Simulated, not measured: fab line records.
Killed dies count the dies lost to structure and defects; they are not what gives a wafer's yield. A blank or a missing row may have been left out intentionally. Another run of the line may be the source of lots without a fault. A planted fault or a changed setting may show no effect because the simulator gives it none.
A lot that was struck, set against a sound lot	flow sky130	15 steps out of a route of 708
Sound: these wafers, L552.1, L552.2, L552.3. Struck: wafers L564.4, L564.6. The cause is named last.
Order at every step that has rows: each side's tool, ch and its chambers, its first start. Under that, the readings that differ: sound wafers	struck wafers	difference of the means	sigmas: that difference in standard deviations of wafers without a fault.
alike: a reading whose means differ by less than 2 such deviations, as well as words and numbers matching on both sides. not compared: withheld readings; readings where some wafer has no value; bounds like >300 that might hide an equal value; numbers whose values overlap and for which the record gives no deviation.
Wherever a step has rows on one side only, a row that says differs or no value, or a row with sigmas, the two part there. Numbers that have no deviation but don't overlap get no sigmas and don't part them. A reading missing from all wafers of one side parts the sides only when that side holds two or more wafers.

SKY_PASSIVATION_THK_MEAS_01:
  sound on film_metro-03 at day 43 22:11; struck on film_metro-03 at day 47 15:55
  alike: PASSIVATION_CVD_00_THK
SKY_PASSIVATION_CVD_02: deposits Si3N4, target thk 540 nm.
  sound on pecvd-04 ch 0,1,2, day 43 22:15; struck on pecvd-01 ch 0,2, day 47 16:04
  alike: heater_power_w
SKY_PASSIVATION_THK_MEAS_03:
  sound on film_metro-02 at day 43 22:29; struck on film_metro-04 at day 47 16:13
  alike: PASSIVATION_CVD_02_THK
then, 7 steps without rows for these wafers: SKY_PASSIVATION_DEHYDRATE_04 (time 60 s); SKY_PASSIVATION_HMDS_05 (prime time 60 s); SKY_PASSIVATION_COAT_06 (resist thk 3000 nm); SKY_PASSIVATION_SOFTBAKE_07; SKY_PASSIVATION_EXPOSE_08 (exposes mask NSM, target cd 3000 nm); SKY_PASSIVATION_PEB_09; SKY_PASSIVATION_DEVELOP_10 (develop time 60 s).
SKY_PASSIVATION_ETCH_11: etches the open film in CF4/O2, stops on AlCu, target depth 725 nm, time 161.1 s.
  sound on rie_diel-01 ch 0,1,2, day 44 20:22; struck on rie_diel-03 ch 1,2, day 48 11:46
  alike: drypump_motor_current_A, oes_product_au, throttle_valve_pct
  not compared: rf_hours_counter_h
SKY_PASSIVATION_STRIP_12: strips in O2/N2.
  sound on plasma_asher-01 ch 0,1, day 44 20:28; struck on plasma_asher-02 ch 0,1, day 48 11:54
  alike: drypump_motor_current_A, oes_product_au, strip_time_to_endpoint_s
  not compared: rf_hours_counter_h
SKY_PAD_OPEN_DEHYDRATE_00: time 60 s.
  sound on litho_track-01 ch 0, day 45 06:08; struck on litho_track-03 ch 0, day 48 20:01
reading	sound	struck	difference	sigmas
run_length_s (s)	89.19 89.07 88.95	99.62 99.65	+10.57	+88
then, 1 step without rows for these wafers: SKY_PAD_OPEN_HMDS_01 (prime time 60 s).
SKY_PAD_OPEN_PROBE_99:
  sound on prober-01 at day 45 20:16; struck on prober-01 at day 49 08:18
  alike: defect_limited_yield, killed_at_M0_to_M3, killed_at_M4_up, killed_at_contacts, killed_at_front_end, killed_at_other, killed_dies, killed_open, killed_short, sort_bin_3_pad_short, sort_bin_5_function, sort_bin_6_memory, sort_n_pass, sort_yield_pct

## WHERE THEY PART
At SKY_PAD_OPEN_DEHYDRATE_00 and nowhere else, as far as this record goes. Later steps at which nothing parts them and some readings are alike: SKY_PAD_OPEN_PROBE_99.

WHY: what had been put in by the simulator
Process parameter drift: litho_track-03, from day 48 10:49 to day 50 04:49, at SKY_PAD_OPEN_DEHYDRATE_00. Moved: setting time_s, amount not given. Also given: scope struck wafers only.
